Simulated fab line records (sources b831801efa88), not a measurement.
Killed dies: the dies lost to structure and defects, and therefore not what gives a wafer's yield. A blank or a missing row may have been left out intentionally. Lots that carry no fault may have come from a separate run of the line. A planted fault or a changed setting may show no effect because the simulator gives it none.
Which tool is to blame? | flow sky130 | Sampling: 24 lots, 72 wafers, 3 of 708 route steps

WHAT EACH GAUGE READ, for each wafer
SKY_VIA3_THK_MEAS_01.
lot  | measured     | on            | VIA3_HDPCVD_THK (nm)
L074 | day 39 03:18 | film metro-01 | 1729 1727 1712
L075 | day 39 03:25 | film metro-01 | 1684 1725 1747
L076 | day 39 14:49 | film metro-04 | 1710 1669 1744
L077 | day 39 16:18 | film metro-04 | 1728 1692 1698
L078 | day 40 09:08 | film metro-04 | 1677 1707 1693
L079 | day 41 00:17 | film metro-01 | 1726 1667 1713
L081 | day 41 01:53 | film metro-01 | 1706 1677 1737
L080 | day 41 01:10 | film metro-02 | 1682 1724 1725
L082 | day 41 07:01 | film metro-01 | 1715 1755 1739
L083 | day 41 18:54 | film metro-02 | 1674 1741 1720
L084 | day 41 22:03 | film metro-01 | 1663 1668 1732
L086 | day 42 12:20 | film metro-02 | 1717 1711 1713
L085 | day 42 13:59 | film metro-02 | 1734 1742 1731
L089 | day 43 06:30 | film metro-02 | 1724 1710 1699
L088 | day 43 10:21 | film metro-04 | 1721 1695 1732
L087 | day 43 12:50 | film metro-01 | 1679 1699 1720
L090 | day 43 14:25 | film metro-04 | 1683 1687 1708
L092 | day 44 06:14 | film metro-02 | 1721 1735 1721
L091 | day 44 07:05 | film metro-01 | 1696 1673 1704
L093 | day 44 13:25 | film metro-04 | 1721 1744 1687
L094 | day 44 13:28 | film metro-02 | 1728 1712 1719
L095 | day 44 22:39 | film metro-04 | 1649 1700 1641
L097 | day 45 04:54 | film metro-01 | 1736 1666 1686
L096 | day 45 10:20 | film metro-02 | 1720 1711 1723

TOOL THAT RAN EACH LOT (tool first, then ch and the chambers of the sampled wafers, then the start)
lot  | SKY_CONTACT_CMP_04            | SKY_METAL3_STRIP_19
L074 | cmp-01 ch 0,2,3, day 30 18:04 | plasma asher-04 ch 0,1, day 39 02:30
L075 | cmp-01 ch 2,3, day 30 18:16   | plasma asher-01 ch 0,1, day 39 02:07
L076 | cmp-02 ch 1,2,3, day 31 05:04 | plasma asher-03 ch 0,1, day 39 13:39
L077 | cmp-01 ch 1,2,3, day 31 08:45 | plasma asher-03 ch 0,1, day 39 15:08
L078 | cmp-02 ch 0,2,3, day 32 05:04 | plasma asher-04 ch 0,1, day 40 08:22
L079 | cmp-02 ch 0,1,3, day 32 16:41 | plasma asher-03 ch 0,1, day 40 23:28
L081 | cmp-01 ch 0,1,3, day 32 17:00 | plasma asher-04 ch 0,1, day 41 00:41
L080 | cmp-02 ch 0,1,2, day 32 17:35 | plasma asher-01 ch 0,1, day 41 00:25
L082 | cmp-02 ch 1,2,3, day 33 03:07 | plasma asher-01 ch 0,1, day 41 06:01
L083 | cmp-02 ch 0,1,2, day 33 16:10 | plasma asher-03 ch 0,1, day 41 18:05
L084 | cmp-02 ch 0,2,3, day 33 16:31 | plasma asher-04 ch 0,1, day 41 20:56
L086 | cmp-01 ch 2,3, day 34 12:38   | plasma asher-01 ch 0, day 42 11:34
L085 | cmp-01 ch 0,1,3, day 34 15:13 | plasma asher-04 ch 0,1, day 42 13:10
L089 | cmp-01 ch 0,1,2, day 35 20:59 | plasma asher-01 ch 0,1, day 43 05:41
L088 | cmp-02 ch 1,2,3, day 35 22:03 | plasma asher-03 ch 0,1, day 43 09:30
L087 | cmp-02 ch 0,1,3, day 35 22:48 | plasma asher-04 ch 0,1, day 43 12:02
L090 | cmp-02 ch 0,1,2, day 35 23:30 | plasma asher-01 ch 0,1, day 43 12:50
L092 | cmp-01 ch 0,3, day 36 17:45   | plasma asher-01 ch 0,1, day 44 05:02
L091 | cmp-02 ch 1,2, day 36 19:55   | plasma asher-01 ch 0, day 44 06:16
L093 | cmp-02 ch 0,1, day 36 21:58   | plasma asher-01 ch 0,1, day 44 11:56
L094 | cmp-01 ch 0,1,2, day 37 00:40 | plasma asher-03 ch 0,1, day 44 11:56
L095 | cmp-02 ch 0,1,2, day 37 15:43 | plasma asher-01 ch 0,1, day 44 21:49
L097 | cmp-02 ch 0,1,3, day 37 21:03 | plasma asher-04 ch 0,1, day 45 04:08
L096 | cmp-02 ch 2,3, day 37 23:40   | plasma asher-03 ch 0,1, day 45 09:32
- SKY_CONTACT_CMP_04: polishes SiO2.
- SKY_METAL3_STRIP_19: strips in O2/N2.

AS READ BY THE TOOLS THEMSELVES (means over the sampled wafers that have a number; for cases with no such wafer, the mark the record gives instead)
SKY_CONTACT_CMP_04.
lot  | tool   | motor current A (A) | platen rpm (rpm) | time to endpoint s (s)
L074 | cmp-01 | 11.1                | 60.05            | 81
L075 | cmp-01 | 10.9                | 59.98            | 78
L076 | cmp-02 | 11.4                | 60.02            | 86
L077 | cmp-01 | 12.8                | 60.01            | 85
L078 | cmp-02 | 12.1                | 59.99            | 79
L079 | cmp-02 | 12.1                | 60.03            | 81
L081 | cmp-01 | 13.1                | 60.02            | 79
L080 | cmp-02 | 12.5                | 60.02            | 83
L082 | cmp-02 | 11.2                | 59.98            | 82
L083 | cmp-02 | 12.5                | 59.98            | 84
L084 | cmp-02 | 12.1                | 60.00            | 79
L086 | cmp-01 | 11.0                | 59.95            | 80
L085 | cmp-01 | 12.8                | 60.01            | 83
L089 | cmp-01 | 12.2                | 60.02            | 80
L088 | cmp-02 | 11.3                | 59.97            | 79
L087 | cmp-02 | 12.0                | 59.99            | 78
L090 | cmp-02 | 13.0                | 60.02            | 79
L092 | cmp-01 | 11.6                | 59.97            | 84
L091 | cmp-02 | 12.1                | 60.03            | 83
L093 | cmp-02 | 13.5                | 59.99            | 81
L094 | cmp-01 | 12.0                | 59.99            | 80
L095 | cmp-02 | 12.5                | 60.05            | 83
L097 | cmp-02 | 12.6                | 59.99            | 81
L096 | cmp-02 | 10.6                | 60.02            | 85

SKY_METAL3_STRIP_19.
lot  | tool            | drypump motor current A (A) | oes product au (a.u.) | strip time to endpoint s (s)
L074 | plasma asher-04 | 6.1                         | 0.495                 | 6.33
L075 | plasma asher-01 | 5.1                         | 0.498                 | 6.39
L076 | plasma asher-03 | 5.4                         | 0.502                 | 6.41
L077 | plasma asher-03 | 5.4                         | 0.495                 | 6.33
L078 | plasma asher-04 | 6.3                         | 0.494                 | 6.28
L079 | plasma asher-03 | 5.5                         | 0.492                 | 6.27
L081 | plasma asher-04 | 6.3                         | 0.497                 | 6.38
L080 | plasma asher-01 | 5.1                         | 0.497                 | 6.44
L082 | plasma asher-01 | 5.1                         | 0.501                 | 6.46
L083 | plasma asher-03 | 5.5                         | 0.494                 | 6.35
L084 | plasma asher-04 | 6.1                         | 0.494                 | 6.32
L086 | plasma asher-01 | 5.2                         | 0.496                 | 6.27
L085 | plasma asher-04 | 6.3                         | 0.493                 | 6.45
L089 | plasma asher-01 | 5.1                         | 0.489                 | 6.30
L088 | plasma asher-03 | 5.5                         | 0.487                 | 6.23
L087 | plasma asher-04 | 6.3                         | 0.494                 | 6.35
L090 | plasma asher-01 | 4.9                         | 0.498                 | 6.43
L092 | plasma asher-01 | 4.9                         | 0.502                 | 6.39
L091 | plasma asher-01 | 5.2                         | 0.499                 | 6.43
L093 | plasma asher-01 | 5.0                         | 0.493                 | 6.38
L094 | plasma asher-03 | 5.5                         | 0.496                 | 6.35
L095 | plasma asher-01 | 5.0                         | 0.499                 | 6.40
L097 | plasma asher-04 | 6.4                         | 0.497                 | 6.39
L096 | plasma asher-03 | 5.4                         | 0.496                 | 6.37

THE ANSWER, worked out from the rows above alone
Rule: usual is defined by the lots themselves. Put in order of their means at a reading, lots are off if they are a third of the lots or fewer, leave a main group of 4 or more, and stand apart from it by a gap of 3 or more times the standard deviation of the main group's means; of several such gaps the widest counts. A main group whose means are all the same, to the digits that the tables above print for the reading, isn't used. Also off: a lot with no number at a reading for which 4 or more lots have one. The other lots that the step has rows for count as sound. First the gauges in route order, then the tools' own readings, where a lot's mean is used as printed above. At the first step where some lot is off, the reading lying furthest off is the one used; lots without a number count as furthest.
Across all readings shown, no lot is off: no conclusion can be drawn from this.

WHAT HAD BEEN PUT IN BY THE SIMULATOR
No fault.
